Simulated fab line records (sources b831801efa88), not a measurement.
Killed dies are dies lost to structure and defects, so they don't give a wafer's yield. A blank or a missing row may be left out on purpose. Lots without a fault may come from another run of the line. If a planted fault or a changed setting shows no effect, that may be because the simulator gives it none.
Which tool was responsible? || flow gf180mcu || 14 lots with 42 wafers sampled at 4 steps, on a route of 602 steps

WHAT THE GAUGES SHOWED, per wafer
GF_MVSD_OVL_MEAS_07.
{"lot": "L957", "measured": "day 4 16:05", "on": "overlay-02", "MVSD_OVL (nm)": "0.1 1.1 0.0"}
{"lot": "L958", "measured": "day 4 21:55", "on": "overlay-02", "MVSD_OVL (nm)": "-1.3 -3.9 -1.1"}
{"lot": "L960", "measured": "day 5 09:10", "on": "overlay-01", "MVSD_OVL (nm)": "-1.4 0.2 -0.5"}
{"lot": "L962", "measured": "day 6 00:59", "on": "overlay-02", "MVSD_OVL (nm)": "0.0 -0.1 0.3"}
{"lot": "L963", "measured": "day 6 04:07", "on": "overlay-02", "MVSD_OVL (nm)": "0.0 -0.9 -1.2"}
{"lot": "L965", "measured": "day 6 16:03", "on": "overlay-01", "MVSD_OVL (nm)": "-1.0 -0.8 -2.8"}
{"lot": "L966", "measured": "day 6 21:25", "on": "overlay-01", "MVSD_OVL (nm)": "0.5 0.3 0.3"}
{"lot": "L967", "measured": "day 7 04:12", "on": "overlay-01", "MVSD_OVL (nm)": "-1.8 -1.0 -1.1"}
{"lot": "L969", "measured": "day 7 12:40", "on": "overlay-02", "MVSD_OVL (nm)": "1.3 0.4 1.6"}
{"lot": "L975", "measured": "day 9 01:01", "on": "overlay-01", "MVSD_OVL (nm)": "- - -"}
{"lot": "L976", "measured": "day 9 04:58", "on": "overlay-01", "MVSD_OVL (nm)": "- - -"}
{"lot": "L977", "measured": "day 9 17:35", "on": "overlay-01", "MVSD_OVL (nm)": "-0.2 -1.9 -0.9"}
{"lot": "L978", "measured": "day 9 19:18", "on": "overlay-02", "MVSD_OVL (nm)": "-1.4 -2.2 -2.6"}
{"lot": "L979", "measured": "day 10 01:50", "on": "overlay-01", "MVSD_OVL (nm)": "-0.9 -1.1 -0.5"}

GF_VT_IMPLANT_RS_MEAS_47: a four-point-probe measurement.
{"lot": "L957", "measured": "day 7 19:43", "on": "film_metro-02", "NWELL_RS (ohm/sq)": "486.5 487.6 488.3"}
{"lot": "L958", "measured": "day 8 03:37", "on": "film_metro-02", "NWELL_RS (ohm/sq)": "488.4 487.8 488.0"}
{"lot": "L960", "measured": "day 8 15:25", "on": "film_metro-03", "NWELL_RS (ohm/sq)": "488.5 488.3 489.2"}
{"lot": "L962", "measured": "day 9 10:25", "on": "film_metro-04", "NWELL_RS (ohm/sq)": "486.6 487.7 488.2"}
{"lot": "L963", "measured": "day 9 12:55", "on": "film_metro-04", "NWELL_RS (ohm/sq)": "487.0 486.0 487.0"}
{"lot": "L965", "measured": "day 10 02:56", "on": "film_metro-02", "NWELL_RS (ohm/sq)": "488.8 488.9 488.0"}
{"lot": "L966", "measured": "day 10 09:10", "on": "film_metro-04", "NWELL_RS (ohm/sq)": "486.5 487.7 487.5"}
{"lot": "L967", "measured": "day 10 16:29", "on": "film_metro-04", "NWELL_RS (ohm/sq)": "485.6 485.2 485.3"}
{"lot": "L969", "measured": "day 11 04:45", "on": "film_metro-03", "NWELL_RS (ohm/sq)": "485.0 486.1 486.6"}
{"lot": "L975", "measured": "day 12 20:38", "on": "film_metro-02", "NWELL_RS (ohm/sq)": "486.7 487.1 487.7"}
{"lot": "L976", "measured": "day 13 02:34", "on": "film_metro-04", "NWELL_RS (ohm/sq)": "489.3 487.1 487.9"}
{"lot": "L977", "measured": "day 13 16:28", "on": "film_metro-02", "NWELL_RS (ohm/sq)": "485.1 486.4 485.8"}
{"lot": "L978", "measured": "day 13 17:47", "on": "film_metro-03", "NWELL_RS (ohm/sq)": "488.3 488.9 489.0"}
{"lot": "L979", "measured": "day 14 01:15", "on": "film_metro-02", "NWELL_RS (ohm/sq)": "487.2 488.5 488.5"}

GF_CONTACT_BOW_MEAS_05.
{"lot": "L957", "measured": "day 15 07:38", "on": "film_metro-04", "CONTACT_BOW (um)": "74 53 49"}
{"lot": "L958", "measured": "day 15 21:28", "on": "film_metro-04", "CONTACT_BOW (um)": "52 63 65"}
{"lot": "L960", "measured": "day 16 18:24", "on": "film_metro-03", "CONTACT_BOW (um)": "48 61 64"}
{"lot": "L962", "measured": "day 17 19:55", "on": "film_metro-04", "CONTACT_BOW (um)": "51 66 70"}
{"lot": "L963", "measured": "day 17 18:28", "on": "film_metro-03", "CONTACT_BOW (um)": "69 61 62"}
{"lot": "L965", "measured": "day 18 11:46", "on": "film_metro-03", "CONTACT_BOW (um)": "51 68 76"}
{"lot": "L966", "measured": "day 18 23:18", "on": "film_metro-02", "CONTACT_BOW (um)": "81 69 66"}
{"lot": "L967", "measured": "day 19 06:25", "on": "film_metro-02", "CONTACT_BOW (um)": "76 68 68"}
{"lot": "L969", "measured": "day 20 02:54", "on": "film_metro-02", "CONTACT_BOW (um)": "53 84 55"}
{"lot": "L975", "measured": "day 21 21:25", "on": "film_metro-02", "CONTACT_BOW (um)": "68 55 68"}
{"lot": "L976", "measured": "day 22 07:30", "on": "film_metro-04", "CONTACT_BOW (um)": "72 70 72"}
{"lot": "L977", "measured": "day 22 19:19", "on": "film_metro-03", "CONTACT_BOW (um)": "66 64 70"}
{"lot": "L978", "measured": "day 23 01:31", "on": "film_metro-04", "CONTACT_BOW (um)": "60 67 61"}
{"lot": "L979", "measured": "day 23 06:54", "on": "film_metro-03", "CONTACT_BOW (um)": "60 64 61"}

TOOL THAT RAN EACH LOT (tool first, then ch and the chambers of the sampled wafers, then the start)
{"lot": "L957", "GF_MVSD_DEVELOP_06": "litho_track-02 ch 0, day 4 15:00"}
{"lot": "L958", "GF_MVSD_DEVELOP_06": "litho_track-03 ch 0, day 4 21:00"}
{"lot": "L960", "GF_MVSD_DEVELOP_06": "litho_track-03 ch 0, day 5 09:00"}
{"lot": "L962", "GF_MVSD_DEVELOP_06": "litho_track-04 ch 0, day 6 00:00"}
{"lot": "L963", "GF_MVSD_DEVELOP_06": "litho_track-03 ch 0, day 6 03:00"}
{"lot": "L965", "GF_MVSD_DEVELOP_06": "litho_track-02 ch 0, day 6 15:00"}
{"lot": "L966", "GF_MVSD_DEVELOP_06": "litho_track-03 ch 0, day 6 21:00"}
{"lot": "L967", "GF_MVSD_DEVELOP_06": "litho_track-02 ch 0, day 7 04:00"}
{"lot": "L969", "GF_MVSD_DEVELOP_06": "litho_track-04 ch 0, day 7 12:00"}
{"lot": "L975", "GF_MVSD_DEVELOP_06": "litho_track-03 ch 0, day 9 00:00"}
{"lot": "L976", "GF_MVSD_DEVELOP_06": "litho_track-03 ch 0, day 9 04:00"}
{"lot": "L977", "GF_MVSD_DEVELOP_06": "litho_track-02 ch 0, day 9 17:00"}
{"lot": "L978", "GF_MVSD_DEVELOP_06": "litho_track-04 ch 0, day 9 19:00"}
{"lot": "L979", "GF_MVSD_DEVELOP_06": "litho_track-04 ch 0, day 10 01:00"}
- GF_MVSD_DEVELOP_06: develop time 60 s.

AS READ BY THE TOOLS THEMSELVES (means over the sampled wafers that have a number; for cases with no such wafer, the mark the record gives instead)
The record holds no such reading with a usual standard deviation.

THE ANSWER, worked out from the rows above alone
Rule: what is usual is taken from the lots themselves. Put in order of their means at a reading, lots are off if they are a third of the lots or fewer, leave a main group of 4 or more, and stand apart from it by a gap of 3 or more times the standard deviation of the main group's means; of several such gaps the widest counts. The tables above print the reading to a certain number of digits; a main group whose means all agree to those digits is not used. Also off: a lot with no number at a reading for which 4 or more lots have one. All remaining lots with rows at the step are treated as sound. The gauges are gone through in route order, then the tools' own readings, and for those a lot's mean is taken as printed above. At the first step where some lot is off, the reading lying furthest off is the one used; lots without a number count as furthest.
Off: L975, L976, seen at GF_MVSD_OVL_MEAS_07 (MVSD_OVL). Without a number there: L975, L976. For the main group the mean is -0.7 nm and the standard deviation 0.97.
A tool fits if, at a process step before that reading, it ran every lot that is off, and no sound lot after the first of them. The gauges at GF_MVSD_OVL_MEAS_07 are tried like those tools. One candidate fits, namely litho_track-03 at GF_MVSD_DEVELOP_06. Its last sound lot is L966 (day 6 21:00), its first lot that is off L975 (day 9 00:00): a fault that began between those two fits.

WHAT WAS PUT IN BY THE SIMULATOR
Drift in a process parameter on litho_track-03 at GF_MVSD_DEVELOP_06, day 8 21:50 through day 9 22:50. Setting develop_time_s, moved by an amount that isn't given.
Shown lots that were struck: L975, L976. The rule above found the same.
